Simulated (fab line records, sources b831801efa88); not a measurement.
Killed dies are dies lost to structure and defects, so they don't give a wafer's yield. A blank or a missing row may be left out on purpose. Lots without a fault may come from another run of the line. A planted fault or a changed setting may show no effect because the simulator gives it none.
fab line records | flow sky130
record lots=13 wafers=39 last_day=49
route steps=708 shown RES_PROTECT@216 VIA4@651 METAL5@661 PAD_OPEN@708
lots that met no fault: from a run of the same line without faults
start_h: hours from the record's first day to the start of the lot's first wafer shown | wait_h: hours since the lot's step before | " the same as in the row above | L1.1+2: a row that stands for several wafers | - no value, or no start given | * or withheld: withheld | < > ~ a bound
route shown NAME@n: a module of which the file shows steps, and the number in the route of the first | usual: mean/standard deviation of fault-free wafers | same: alike in all rows | chamber/n: place in a boat | sites: the reading at each site | _std_site: their standard deviation | _edge_site: outer sites' mean less inner sites' | radius_mm: how far each site lies from the wafer's centre | mask NAME#n: copy n | behind: the tool/chamber that last shaped the wafer | hold: why the lot was held/for how many hours/how that ended | device: the transistor (n, p or np) that didn't switch | end of line: the same wafers' tests at the end of the route | a step without rows: its recipe alone | killed: dies lost to structure and defects at the first sort, not the wafer's yield | map: a wafer's dies, x killed, . not, _ none there
set.NAME: the setting as run; set.NAME@STEP: as run at that earlier step | model.NAME: the simulator's own value behind a step, which no gauge read
steps of the route over a sample of lots; a table a step, a row a wafer
services: from which hour (start_h, from the record's first day; less than 0 if before it) a tool's chamber was out of use, for how many hours, and why
## steps
# step SKY_RES_PROTECT_CLEAN_09
# recipe chemistry=SC1/SC2 mix=1:4:20 temp_c=70 time_s=150 dry=n2_spin
# columns lot.wafer tool chamber start_h wait_h
L613.2+4+5 wet_bench-04 1 332.36 0.0
L615.3+4+5 wet_bench-03 0 354.71 0.0
L617.4+5+6 wet_bench-03 2 378.72 0.0
L618.2+4+6 wet_bench-01 3 391.67 0.0
L620.1+2+5 wet_bench-01 1 398.37 0.1
L619.1+5+6 wet_bench-04 1 398.67 0.1
L621.1+3+5 wet_bench-04 2 410.32 0.1
L624.2+3+6 wet_bench-04 1 439.76 0.0
L626.1+2+4 wet_bench-04 1 454.39 0.1
L627.2+4+5 wet_bench-04 1 460.96 0.0
L630.2+3+6 wet_bench-04 1 486.56 0.0
L631.1+2+3 wet_bench-01 0 497.97 0.1
L632.1+3+5 wet_bench-03 1 506.42 0.1
# step SKY_VIA4_ETCH_12
# recipe target=SiO2 chemistry=C4F8/O2/Ar stop_on=TiN mask_material=NOVOLAK source_w=1500 bias_w=1200 pressure_mtorr=40 c4f8_flow_sccm=withheld O2_flow_sccm=6 Ar_flow_sccm=300 time_s=withheld target_depth_a=5800
# usual oes_product_au=0.927/0.0049
# columns lot.wafer tool chamber start_h wait_h oes_product_au
L613.2 rie_diel-02 0 1004.47 0.0 0.923
L613.4 " 3 " " 0.923
L613.5 " 3 " " 0.923
L615.3 rie_diel-02 0 1022.67 0.0 0.925
L615.4 " 1 " " 0.922
L615.5 " 3 " " 0.926
L617.4 rie_diel-03 2 1046.33 0.0 0.930
L617.5 " 0 " " 0.928
L617.6 " 3 " " 0.937
L618.2 rie_diel-03 0 1053.85 0.0 0.929
L618.4 " 0 " " 0.927
L618.6 " 3 " " 0.922
L620.1 rie_diel-03 2 1057.40 0.0 0.922
L620.2 " 3 " " 0.928
L620.5 " 3 " " 0.928
L619.1 rie_diel-01 2 1058.44 0.0 0.922
L619.5 " 2 " " 0.925
L619.6 " 3 " " 0.925
L621.1 rie_diel-01 3 1066.85 0.0 0.929
L621.3 " 1 " " 0.934
L621.5 " 1 " " 0.920
L624.2 rie_diel-02 3 1084.70 0.0 0.929
L624.3 " 1 " " 0.930
L624.6 " 2 " " 0.931
L626.1 rie_diel-02 2 1095.49 0.0 0.927
L626.2 " 1 " " 0.929
L626.4 " 3 " " 0.919
L627.2 rie_diel-01 0 1098.22 0.0 0.934
L627.4 " 1 " " 0.925
L627.5 " 3 " " 0.915
L630.2 rie_diel-01 0 1116.02 0.0 0.921
L630.3 " 3 " " 0.935
L630.6 " 1 " " 0.924
L631.1 rie_diel-01 1 1123.09 0.0 0.933
L631.2 " 2 " " 0.928
L631.3 " 3 " " 0.926
L632.1 rie_diel-03 1 1125.57 0.0 0.919
L632.3 " 3 " " 0.926
L632.5 " 2 " " 0.934
# step SKY_METAL5_SPUTTER_00
# recipe material=Ti target_thk_nm=15 power_w=3000 time_s=10 chamber_pressure_pa=0.4
# usual cathode_dc_power_W=3000.1/0.6 throttle_valve_pct=29.6/0.91
# columns lot.wafer tool chamber start_h wait_h cathode_dc_power_W throttle_valve_pct
L613.2 pvd_sputter-01 - 1006.11 0.1 2999.2 30.4
L613.4 " - " " 2999.9 30.5
L613.5 " - " " 3001.0 29.0
L615.3 pvd_sputter-02 - 1024.03 0.2 2999.7 30.1
L615.4 " - " " 3000.2 28.6
L615.5 " - " " 3000.1 28.5
L617.4 pvd_sputter-01 - 1047.66 0.1 3000.4 28.3
L617.5 " - " " 3000.0 28.2
L617.6 " - " " 3000.3 30.6
L618.2 pvd_sputter-02 - 1055.21 0.1 3000.3 30.2
L618.4 " - " " 2999.4 28.7
L618.6 " - " " 3000.5 30.1
L620.1 pvd_sputter-01 - 1058.76 0.2 3000.2 28.1
L620.2 " - " " 2999.6 30.2
L620.5 " - " " 3000.2 28.5
L619.1 pvd_sputter-02 - 1059.92 0.2 3000.6 28.9
L619.5 " - " " 3000.0 28.4
L619.6 " - " " 2999.7 30.3
L621.1 pvd_sputter-04 - 1068.21 0.1 2999.5 29.8
L621.3 " - " " 2999.9 31.5
L621.5 " - " " 3000.1 29.7
L624.2 pvd_sputter-02 - 1089.73 0.2 2999.9 30.3
L624.3 " - " " 3000.7 28.6
L624.6 " - " " 3000.0 28.9
L626.1 pvd_sputter-04 - 1099.93 0.2 3001.0 29.7
L626.2 " - " " 3000.8 30.0
L626.4 " - " " 3000.2 31.7
L627.2 pvd_sputter-04 - 1101.43 0.1 3000.9 31.7
L627.4 " - " " 3000.2 29.8
L627.5 " - " " 2999.3 31.8
L630.2 pvd_sputter-01 - 1117.42 0.1 3000.1 28.1
L630.3 " - " " 2999.2 30.3
L630.6 " - " " 3000.9 30.1
L631.1 pvd_sputter-02 - 1124.45 0.2 3000.5 28.7
L631.2 " - " " 3000.2 28.7
L631.3 " - " " 3000.1 30.0
L632.1 pvd_sputter-02 - 1126.93 0.1 2999.8 30.5
L632.3 " - " " 3000.8 28.8
L632.5 " - " " 3000.5 30.2
# step SKY_METAL5_DESCUM_14
# recipe chemistry=O2 source_power_w=150 bias_power_w=0 pressure_mtorr=10 temp_c=40 time_s=11
# usual drypump_motor_current_A=6.0/0.56 oes_product_au=1.003/0.0097
# columns lot.wafer tool chamber start_h wait_h drypump_motor_current_A oes_product_au rf_hours_counter_h
L613.2 rie_metal-04 0 1030.19 0.1 5.5 1.004 -
L613.4 " 0 " " 5.5 1.001 -
L613.5 " 0 " " 5.5 1.006 -
L615.3 rie_metal-02 0 1046.77 0.1 6.0 1.023 -
L615.4 " 1 " " 6.3 0.991 -
L615.5 " 1 " " 6.3 0.996 -
L617.4 rie_metal-03 0 1069.41 0.1 5.0 1.018 -
L617.5 " 1 " " 5.8 1.013 -
L617.6 " 0 " " 5.0 1.017 -
L618.2 rie_metal-02 1 1076.93 0.1 6.4 0.994 17
L618.4 " 0 " " 6.0 0.999 -
L618.6 " 0 " " 6.0 0.997 -
L620.1 rie_metal-03 0 1080.58 0.1 5.0 1.011 12
L620.2 " 1 " " 5.8 1.012 16
L620.5 " 0 " " 5.0 1.007 -
L619.1 rie_metal-02 1 1081.71 0.1 6.4 0.989 17
L619.5 " 0 " " 6.0 1.004 -
L619.6 " 1 " " 6.4 0.987 -
L621.1 rie_metal-03 1 1089.21 0.1 5.8 1.001 17
L621.3 " 0 " " 5.0 1.004 -
L621.5 " 0 " " 5.0 1.011 -
L624.2 rie_metal-04 0 1106.98 0.1 5.5 0.987 26
L624.3 " 1 " " 6.8 1.011 -
L624.6 " 0 " " 5.5 0.998 -
L626.1 rie_metal-04 0 1119.33 0.1 5.4 1.000 27
L626.2 " 1 " " 6.8 1.018 5
L626.4 " 0 " " 5.5 1.000 -
L627.2 rie_metal-02 1 1121.70 0.1 6.3 0.988 20
L627.4 " 0 " " 6.0 1.009 -
L627.5 " 1 " " 6.4 0.987 -
L630.2 rie_metal-03 0 1136.86 0.1 5.0 0.998 15
L630.3 " 0 " " 5.0 1.006 -
L630.6 " 0 " " 5.0 1.001 -
L631.1 rie_metal-03 0 1143.70 0.1 5.0 1.000 16
L631.2 " 1 " " 5.8 1.003 19
L631.3 " 1 " " 5.8 1.009 -
L632.1 rie_metal-04 0 1146.03 0.1 5.4 0.988 29
L632.3 " 1 " " 6.8 1.004 -
L632.5 " 0 " " 5.5 0.996 -
# step SKY_PAD_OPEN_PROBE_99
# usual killed_at_M0_to_M3=43/7.9 killed_at_M4_up=2.9/1.8 killed_at_contacts=24/5.5 killed_at_front_end=15/4.2 killed_at_other=0.2/0.46 killed_dies=86/11 killed_open=47/8.1 killed_short=39/6.4
# same gross_dies=492 killed_at_back_side=0
# columns lot.wafer tool chamber start_h wait_h killed_at_M0_to_M3 killed_at_M4_up killed_at_contacts killed_at_front_end killed_at_other killed_dies killed_open killed_short
L627.2 prober-01 - 1163.40 0.1 41 3 14 17 49 124 41 35
L627.4 prober-01 - 1163.50 0.2 55 2 23 22 48 150 61 41
L627.5 prober-01 - 1163.55 0.2 48 2 17 14 46 127 51 31
L630.2 prober-02 - 1177.13 0.1 34 4 24 17 45 124 43 36
L630.3 prober-02 - 1177.18 0.2 36 3 25 16 42 122 42 38
L630.6 prober-02 - 1177.33 0.2 46 2 19 14 54 135 43 38
# killed by level:class
L627.2 RES_PROTECT:unspecified=48 VIA3:geometric_particle:open=9 VIA2:geometric_particle:open=6 VIA3:geometric_particle:short=5 FIELD_ISO:geometric_particle:short=4 FIELD_ISO:geometric_particle:open=4 CONTACT:geometric_particle:open=4 METAL1:geometric_particle:short=4
L627.4 RES_PROTECT:unspecified=48 VIA1:geometric_particle:open=13 CONTACT:geometric_particle:open=8 VIA2:geometric_particle:open=8 VIA3:geometric_particle:open=8 POLY_GATE:geometric_particle:open=7 LI_CONTACT:geometric_particle:open=7 METAL2:geometric_particle:short=6
L627.5 RES_PROTECT:unspecified=45 VIA1:geometric_particle:open=14 CONTACT:geometric_particle:open=7 VIA3:geometric_particle:open=6 VIA2:geometric_particle:open=6 VIA3:geometric_particle:short=5 LI_CONTACT:geometric_particle:open=5 METAL1:geometric_particle:short=5
L630.2 RES_PROTECT:unspecified=45 CONTACT:geometric_particle:open=11 VIA1:geometric_particle:open=9 VIA1:geometric_particle:short=8 POLY_GATE:geometric_particle:open=5 CONTACT:geometric_particle:short=5 METAL2:geometric_particle:short=5 VIA2:geometric_particle:open=4
L630.3 RES_PROTECT:unspecified=42 VIA1:geometric_particle:open=9 CONTACT:geometric_particle:open=9 VIA2:geometric_particle:open=6 LOCAL_INTERCONNECT:geometric_particle:short=6 LI_CONTACT:geometric_particle:open=5 VIA1:geometric_particle:short=5 POLY_GATE:geometric_particle:short=4
L630.6 RES_PROTECT:unspecified=54 VIA1:geometric_particle:open=13 VIA1:geometric_particle:short=7 LI_CONTACT:geometric_particle:open=6 CONTACT:geometric_particle:open=6 METAL1:geometric_particle:short=6 FIELD_ISO:geometric_particle:open=5 CONTACT:geometric_particle:short=5
## services
# columns tool chamber start_h hours kind
rie_diel-01 1 359.60 9.9 repair
pvd_sputter-02 - 423.37 1.5 repair
rie_diel-01 - 438.62 1.2 repair
rie_diel-01 2 440.69 8.2 repair
rie_diel-01 - 544.87 0.3 repair
rie_diel-01 - 565.64 2.8 pm
pvd_sputter-02 - 577.25 7.7 repair
rie_metal-03 - 617.53 0.7 repair
rie_metal-03 0 652.86 3.7 repair
rie_metal-03 - 657.06 1.0 repair
rie_metal-03 - 664.32 2.8 pm
wet_bench-04 - 690.54 3.9 repair
pvd_sputter-02 - 747.59 4.1 repair
pvd_sputter-02 - 860.26 2.4 repair
rie_metal-03 - 873.94 1.0 repair
rie_diel-01 1 879.58 9.8 repair
rie_diel-01 3 901.83 6.0 repair
rie_diel-01 3 911.02 10.0 repair
rie_diel-01 - 929.86 0.6 repair
rie_diel-01 1 970.35 2.5 repair
rie_diel-01 0 1004.77 5.9 repair
rie_diel-01 1 1024.30 2.1 repair
rie_diel-01 2 1064.64 51.9 repair
rie_diel-01 1 1102.75 9.4 repair
## key
first_sign step=SKY_PAD_OPEN_PROBE_99 reading=killed_at_other direction=up sigmas=47 usual=0.2 struck=47.3
effect step=SKY_PAD_OPEN_PROBE_99 reading=killed_dies direction=up sigmas=4.2 usual=86 struck=130
met_at SKY_RES_PROTECT_CLEAN_09
struck_lots L627,L630
struck_wafers L627.2,L627.4,L627.5,L630.2,L630.3,L630.6
tester_left_out L627,L630
not_acting_at SKY_VIA4_ETCH_12,SKY_METAL5_SPUTTER_00,SKY_METAL5_DESCUM_14
onset_between 454.39 460.96
fault kind=chamber_particle_source tool=wet_bench-04 chamber=1 onset_h=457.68 steps=SKY_RES_PROTECT_CLEAN_09 rate_per_visit_cm2=0.65001 end_h=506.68
# tester_left_out: of these lots the tester's yield and bins aren't shown, on N5 and GAA mostly nor the transistor test; their killed dies are dies lost to structure and defects alone, not to doping, threshold or leakage, so they don't give the yield
